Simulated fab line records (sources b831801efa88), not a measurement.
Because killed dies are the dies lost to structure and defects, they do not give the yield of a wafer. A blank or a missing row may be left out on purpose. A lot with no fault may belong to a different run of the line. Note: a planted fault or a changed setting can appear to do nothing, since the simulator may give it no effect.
fab line records	flow sky130
record lots=10	wafers=30	lastDay=50
route steps=708 shown CAP2M@606 VIA4@660 METAL5@665 PASSIVATION@682 PAD_OPEN@708
lots untouched by any fault: they come from a run of this same line in which no faults occurred
startH: start of the lot's first displayed wafer, in hours after the record's first day	waitH: how many hours have passed since the lot's step before this one	" identical to the entry in the row above	L1.1+2: a row that stands for several wafers	- no value present, or no start provided	* or withheld: withheld	< > ~ a bound
route shown NAME@n: a module of which the file shows steps, and the number in the route of the first	usual: average and standard deviation across the fault-free wafers	same: alike in all rows	chamber/n: place in a boat	sites: each site's reading	_std_site: their standard deviation	_edge_site: mean of outer sites minus mean of inner sites	radiusMm: for every site, how far away it sits from the centre of the wafer	mask NAME#n: copy n	behind: the tool/chamber that last shaped the wafer	hold: the reason the lot was held/the length of the hold in hours/how it ended	device: the transistor (n, p or np) that didn't switch	end of line: the route-end tests of the same wafers	for a step that has no rows: nothing shown but its recipe	killed: not the wafer's yield, but the dies lost to structure and defects at the first sort	map: a wafer's dies, marking killed ones x, the rest . and places with no die _
set.NAME: the setting that was run; set.NAME@STEP: the one run at that earlier step	model.NAME: the simulator's own value behind a step, which no gauge read
route steps across a sampled set of lots; one table per step, one row per wafer
services: the hour from which a tool's chamber was out of use, counted from the record's first day as startH (under 0 if before that day), plus the number of hours and why
## steps
# step SKY_CAP2M_RS_MEAS_03
# recipe thkMeasGauge=four-point-probe	reads=TiN_of_CAP2M_SPUTTER_02
# usual CAP2M_TIN_RS=6.93/0.067
lot.wafer	tool	chamber	startH	waitH	CAP2M_TIN_RS[ohm/sq]
L180.3	filmMetro-03	-	931.76	0.1	6.94
L180.4	"	-	"	"	6.91
L180.5	"	-	"	"	6.93
L182.1	filmMetro-04	-	951.51	0.1	6.90
L182.4	"	-	"	"	6.91
L182.6	"	-	"	"	6.95
L184.2	filmMetro-01	-	961.26	0.1	7.04
L184.4	"	-	"	"	7.09
L184.5	"	-	"	"	7.07
L186.1	filmMetro-04	-	983.02	0.1	7.06
L186.2	"	-	"	"	6.97
L186.6	"	-	"	"	6.96
L188.1	filmMetro-03	-	994.81	0.1	7.01
L188.3	"	-	"	"	7.07
L188.5	"	-	"	"	7.02
L189.1	filmMetro-04	-	999.04	0.1	6.88
L189.5	"	-	"	"	6.86
L189.6	"	-	"	"	6.95
L195.1	filmMetro-03	-	1039.63	0.1	6.83
L195.3	"	-	"	"	6.88
L195.4	"	-	"	"	6.89
L197.1	filmMetro-03	-	1058.65	0.1	6.82
L197.3	"	-	"	"	6.86
L197.5	"	-	"	"	6.83
L199.1	filmMetro-01	-	1067.19	0.1	6.92
L199.2	"	-	"	"	7.01
L199.4	"	-	"	"	7.01
L201.2	filmMetro-04	-	1080.77	0.1	6.93
L201.4	"	-	"	"	6.91
L201.6	"	-	"	"	6.96
# step SKY_VIA4_CMP_21
# recipe stopOn=SiO2	tOverpolishS=25	downForcePsi=3.5	platenRpm=60	targetThkNm=0	padVelocityMS=0.94248
# usual headPressurePsi=3.499/0.007	motorCurrentA=10.8/1	overpolishRunS=25.000/0.0097	platenRpm=60.00/0.039	timeToEndpointS=124/4.2
lot.wafer	tool	chamber	startH	waitH	headPressurePsi	motorCurrentA	overpolishRunS	platenRpm	timeToEndpointS
L180.4	cmp-01	2	1007.17	0.2	3.496	10.8	25.006	60.02	125
L180.3	"	0	"	"	3.505	9.8	24.995	60.07	119
L180.5	"	2	"	"	3.501	10.0	24.996	59.98	121
L182.4	cmp-01	2	1024.43	0.1	3.506	10.5	25.000	59.96	130
L182.1	"	3	"	"	3.495	12.3	25.001	60.03	133
L182.6	"	2	"	"	3.503	10.2	25.013	59.97	129
L184.4	cmp-01	1	1033.54	0.1	3.499	9.0	24.998	60.03	120
L184.2	"	2	"	"	3.506	10.7	24.996	60.03	126
L184.5	"	1	"	"	3.496	9.4	24.995	59.98	121
L186.1	cmp-01	3	1055.02	0.1	3.497	12.4	25.007	59.96	124
L186.2	"	0	"	"	3.513	10.4	25.009	60.05	115
L186.6	"	1	"	"	3.505	9.6	25.004	60.06	123
L188.3	cmp-01	2	1065.18	0.0	3.498	10.4	25.006	59.98	131
L188.1	"	1	"	"	3.503	9.4	24.976	59.97	124
L188.5	"	3	"	"	3.492	12.0	24.990	59.94	129
L189.1	cmp-02	2	1071.45	0.2	3.501	10.8	25.025	59.98	127
L189.5	"	3	"	"	3.501	11.0	24.985	59.92	119
L189.6	"	0	"	"	3.497	9.4	24.995	59.99	127
L195.3	cmp-02	1	1106.19	0.0	3.503	11.5	24.989	59.99	132
L195.4	"	2	"	"	3.502	11.1	25.001	60.05	127
L195.1	"	3	"	"	3.516	11.4	24.997	59.97	127
L197.1	cmp-02	3	1124.67	1.2	3.497	11.7	24.997	60.02	128
L197.3	"	1	"	"	3.502	11.5	25.006	59.95	128
L197.5	"	0	"	"	3.499	9.8	24.998	59.98	128
L199.1	cmp-01	3	1130.98	0.1	3.499	12.7	25.007	60.11	127
L199.2	"	0	"	"	3.501	10.4	24.996	59.98	125
L199.4	"	1	"	"	3.494	9.3	24.999	60.05	122
L201.2	cmp-01	3	1144.47	0.2	3.497	12.8	25.010	60.03	126
L201.4	"	0	"	"	3.497	10.8	24.988	60.06	121
L201.6	"	3	"	"	3.495	12.1	24.995	60.01	124
# step SKY_METAL5_SPUTTER_04
# recipe material=TiN	targetThkNm=70	powerW=6500	timeS=58.3	chamberPressurePa=0.4
# usual throttleValvePct=29.9/1.1
lot.wafer	tool	chamber	startH	waitH	throttleValvePct
L180.3	pvdSputter-04	-	1007.58	0.0	31.2
L180.4	"	-	"	"	28.6
L180.5	"	-	"	"	30.4
L182.1	pvdSputter-04	-	1024.80	0.0	30.7
L182.4	"	-	"	"	30.8
L182.6	"	-	"	"	28.8
L184.2	pvdSputter-02	-	1033.91	0.0	31.5
L184.4	"	-	"	"	27.7
L184.5	"	-	"	"	29.8
L186.1	pvdSputter-02	-	1055.33	0.0	29.6
L186.2	"	-	"	"	27.8
L186.6	"	-	"	"	29.6
L188.1	pvdSputter-03	-	1065.60	0.0	29.9
L188.3	"	-	"	"	29.1
L188.5	"	-	"	"	29.5
L189.1	pvdSputter-02	-	1071.71	0.0	28.0
L189.5	"	-	"	"	31.5
L189.6	"	-	"	"	30.0
L195.1	pvdSputter-03	-	1106.62	0.0	29.3
L195.3	"	-	"	"	29.8
L195.4	"	-	"	"	29.8
L197.1	pvdSputter-03	-	1125.09	0.0	29.7
L197.3	"	-	"	"	30.0
L197.5	"	-	"	"	29.8
L199.1	pvdSputter-04	-	1131.40	0.0	30.9
L199.2	"	-	"	"	30.7
L199.4	"	-	"	"	31.0
L201.2	pvdSputter-03	-	1144.85	0.0	29.7
L201.4	"	-	"	"	29.6
L201.6	"	-	"	"	30.0
# step SKY_METAL5_THK_MEAS_06
# recipe thkMeasGauge=xrf	reads=AlCu_of_METAL5_SPUTTER_02
# usual METAL5_ALCU_THK=1139/13
lot.wafer	tool	chamber	startH	waitH	METAL5_ALCU_THK[nm]
L180.3	filmMetro-03	-	1007.77	0.1	1130
L180.4	"	-	"	"	1129
L180.5	"	-	"	"	1138
L182.1	filmMetro-01	-	1024.97	0.1	1130
L182.4	"	-	"	"	1147
L182.6	"	-	"	"	1143
L184.2	filmMetro-01	-	1034.09	0.1	1144
L184.4	"	-	"	"	1139
L184.5	"	-	"	"	1145
L186.1	filmMetro-01	-	1055.50	0.1	1024
L186.2	"	-	"	"	1038
L186.6	"	-	"	"	1033
L188.1	filmMetro-02	-	1065.77	0.1	1133
L188.3	"	-	"	"	1118
L188.5	"	-	"	"	1131
L189.1	filmMetro-03	-	1071.88	0.1	1049
L189.5	"	-	"	"	1048
L189.6	"	-	"	"	1045
L195.1	filmMetro-01	-	1106.80	0.1	1143
L195.3	"	-	"	"	1136
L195.4	"	-	"	"	1133
L197.1	filmMetro-03	-	1125.25	0.1	1162
L197.3	"	-	"	"	1163
L197.5	"	-	"	"	1169
L199.1	filmMetro-03	-	1131.57	0.1	1125
L199.2	"	-	"	"	1121
L199.4	"	-	"	"	1142
L201.2	filmMetro-03	-	1145.04	0.1	1174
L201.4	"	-	"	"	1139
L201.6	"	-	"	"	1164
# step SKY_PASSIVATION_THK_MEAS_01
# recipe reads=SiO2_of_PASSIVATION_CVD_00
# usual PASSIVATION_CVD_00_THK=89.8/1.1
lot.wafer	tool	chamber	startH	waitH	PASSIVATION_CVD_00_THK[nm]
L180.3	filmMetro-02	-	1031.86	-	87.4
L180.4	"	-	"	"	89.6
L180.5	"	-	"	"	89.2
L182.1	filmMetro-03	-	1048.19	-	88.5
L182.4	"	-	"	"	89.9
L182.6	"	-	"	"	89.6
L184.2	filmMetro-03	-	1057.23	-	89.5
L184.4	"	-	"	"	90.6
L184.5	"	-	"	"	90.2
L186.1	filmMetro-03	-	1076.97	-	88.6
L186.2	"	-	"	"	88.2
L186.6	"	-	"	"	88.6
L188.1	filmMetro-04	-	1086.63	-	88.8
L188.3	"	-	"	"	87.5
L188.5	"	-	"	"	89.7
L189.1	filmMetro-02	-	1092.87	-	88.6
L189.5	"	-	"	"	91.0
L189.6	"	-	"	"	90.4
L195.1	filmMetro-02	-	1127.54	-	89.1
L195.3	"	-	"	"	88.4
L195.4	"	-	"	"	90.5
L197.1	filmMetro-02	-	1144.42	-	89.2
L197.3	"	-	"	"	88.8
L197.5	"	-	"	"	89.3
L199.1	filmMetro-02	-	1150.49	-	90.0
L199.2	"	-	"	"	88.7
L199.4	"	-	"	"	91.2
L201.2	filmMetro-04	-	1164.35	-	90.9
L201.4	"	-	"	"	90.9
L201.6	"	-	"	"	91.3
# step SKY_PASSIVATION_ETCH_11
# recipe chemistry=CF4/O2	targetDepthNm=725	stopOn=AlCu	sourceW=800	biasW=150	pressureMtorr=150	cf4FlowSccm=80	O2_flow_sccm=10	timeS=161.1
# usual cf4FlowSccm=80.02/0.24	drypumpMotorCurrentA=5.8/0.47	oesProductAu=0.977/0.006	throttleValvePct=5.964/0.0093
lot.wafer	tool	chamber	startH	waitH	cf4FlowSccm	drypumpMotorCurrentA	oesProductAu	rfHoursCounterH	throttleValvePct
L180.3	rieDiel-02	1	1054.39	-	79.61	5.2	0.978	18	5.967
L180.4	"	0	"	"	80.10	5.5	0.988	14	5.962
L180.5	"	1	"	"	79.86	5.2	0.979	-	5.958
L182.1	rieDiel-01	3	1069.43	-	80.29	5.7	0.989	18	5.968
L182.4	"	0	"	"	79.95	4.9	0.989	30	5.961
L182.6	"	0	"	"	80.07	4.9	0.970	-	5.962
L184.2	rieDiel-04	1	1078.53	-	79.93	6.2	0.974	10	5.957
L184.4	"	2	"	"	79.85	5.6	0.981	18	5.941
L184.5	"	0	"	"	80.16	6.5	0.977	-	5.967
L186.1	rieDiel-02	2	1098.53	-	80.19	5.7	1.000	26	5.963
L186.2	"	0	"	"	80.03	5.5	0.986	15	5.952
L186.6	"	1	"	"	80.64	5.2	0.984	-	5.975
L188.1	rieDiel-04	2	1106.79	-	79.69	5.6	0.970	19	5.963
L188.3	"	3	"	"	79.73	5.8	0.969	15	5.962
L188.5	"	2	"	"	79.97	5.6	0.983	-	5.972
L189.1	rieDiel-04	2	1113.29	-	80.20	5.6	0.995	19	5.966
L189.5	"	2	"	"	80.42	5.6	1.007	-	5.975
L189.6	"	1	"	"	79.95	6.3	0.996	-	5.970
L195.1	rieDiel-01	0	1145.94	-	80.08	4.9	0.971	2	5.966
L195.3	"	1	"	"	80.00	6.4	0.969	5	5.946
L195.4	"	3	"	"	79.97	5.8	0.972	-	5.964
L197.1	rieDiel-04	2	1162.54	-	80.25	5.6	0.975	21	5.965
L197.3	"	0	"	"	79.99	6.5	0.966	21	5.947
L197.5	"	0	"	"	80.25	6.5	0.974	-	5.965
L199.1	rieDiel-02	3	1167.84	-	80.46	6.1	0.977	14	5.975
L199.2	"	1	"	"	79.94	5.2	0.978	22	5.958
L199.4	"	2	"	"	80.44	5.8	0.982	28	5.965
L201.2	rieDiel-02	1	1181.44	-	80.34	5.2	0.978	23	5.954
L201.4	"	2	"	"	79.76	5.8	0.990	-	5.981
L201.6	"	0	"	"	79.93	5.6	0.980	-	5.962
# step SKY_PAD_OPEN_PROBE_99
# usual defectLimitedYield=82.4/1.9	killed_at_M0_to_M3=44/7	killed_at_M4_up=3.2/1.8	killedAtContacts=24/5.1	killedAtFrontEnd=15/4.3	killedAtOther=0.3/0.5	killedDies=86/9.6	killedOpen=48/7.1	killedShort=38/6.7	sort_bin_3_pad_short=0.9/0.44	sort_bin_5_function=10.3/1.5	sort_bin_6_memory=6.4/1.1	sortNPass=406/9.6	sortYieldPct=82.4/1.9
# same grossDies=492	killedAtBackSide=0	sort_bin_4_leakage[%]=0	sort_bin_8_speed[%]=0
lot.wafer	tool	chamber	startH	waitH	defectLimitedYield[%]	killed_at_M0_to_M3	killed_at_M4_up	killedAtContacts	killedAtFrontEnd	killedAtOther	killedDies	killedOpen	killedShort	sort_bin_3_pad_short[%]	sort_bin_5_function[%]	sort_bin_6_memory[%]	sortNPass	sortYieldPct[%]
L195.1	prober-01	-	1166.56	0.1	84.3	42	1	21	13	0	77	38	39	1.4	7.1	7.1	415	84.3
L195.3	prober-01	-	1166.66	0.2	83.1	48	2	16	17	0	83	43	39	0.8	9.3	6.7	409	83.1
# killed by level:class
L195.1 VIA1:geometricParticle:open=10 LI_CONTACT:geometricParticle:open=8 VIA1:geometricParticle:short=7 CONTACT:geometricParticle:open=6 METAL1:geometricParticle:short=6 VIA2:geometricParticle:open=6 FIELD_ISO:geometricParticle:short=4 CONTACT:geometricParticle:short=4
L195.3 VIA2:geometricParticle:open=10 VIA3:geometricParticle:open=7 CONTACT:geometricParticle:open=6 VIA1:geometricParticle:open=6 POLY_GATE:geometricParticle:short=5 CONTACT:geometricParticle:short=5 METAL1:geometricParticle:short=5 VIA1:geometricParticle:short=5
## services
tool	chamber	startH	hours	kind
rieDiel-01	0	991.62	27.4	repair
pvdSputter-03	-	994.57	1.2	repair
cmp-02	-	996.62	0.8	repair
rieDiel-04	0	998.50	10.6	repair
cmp-02	-	1004.48	3.1	repair
rieDiel-01	3	1011.68	2.8	repair
rieDiel-02	-	1013.74	1.7	repair
cmp-01	-	1015.34	5.2	pm
rieDiel-01	1	1024.03	5.1	repair
rieDiel-04	-	1025.67	0.1	repair
rieDiel-04	1	1039.09	7.6	repair
pvdSputter-03	-	1045.94	2.6	repair
rieDiel-04	-	1054.51	1.3	repair
cmp-02	-	1056.92	5.4	pm
cmp-02	-	1083.06	0.9	repair
cmp-01	-	1087.32	4.0	pm
cmp-01	-	1109.01	20.5	repair
pvdSputter-04	-	1123.53	2.3	repair
rieDiel-02	2	1135.83	8.0	repair
cmp-02	-	1141.15	0.9	repair
rieDiel-02	1	1151.56	3.1	repair
pvdSputter-03	-	1164.67	1.9	repair
rieDiel-02	3	1175.14	6.7	repair
cmp-02	-	1175.96	4.0	pm
## key
firstSign step=SKY_METAL5_THK_MEAS_06	reading=METAL5_ALCU_THK	direction=down	sigmas=7.6	usual=1139	struck=1039
effect step=SKY_PASSIVATION_ETCH_11	reading=oesProductAu	direction=up	sigmas=2.9	usual=0.977	struck=0.995	wafersMoved=5
metAt SKY_METAL5_SPUTTER_04
struckLots L186,L189
notActingAt SKY_CAP2M_RS_MEAS_03,SKY_VIA4_CMP_21,SKY_PASSIVATION_THK_MEAS_01
onsetBetween 1033.91 1055.33
fault kind=processParameterDrift	tool=pvdSputter-02	chamber=-	onsetH=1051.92	steps=SKY_METAL5_SPUTTER_04	channel=targetThkNm	offset=34.812	shape=step	endH=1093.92	actsIn=theseRecipesOnly	stated=70
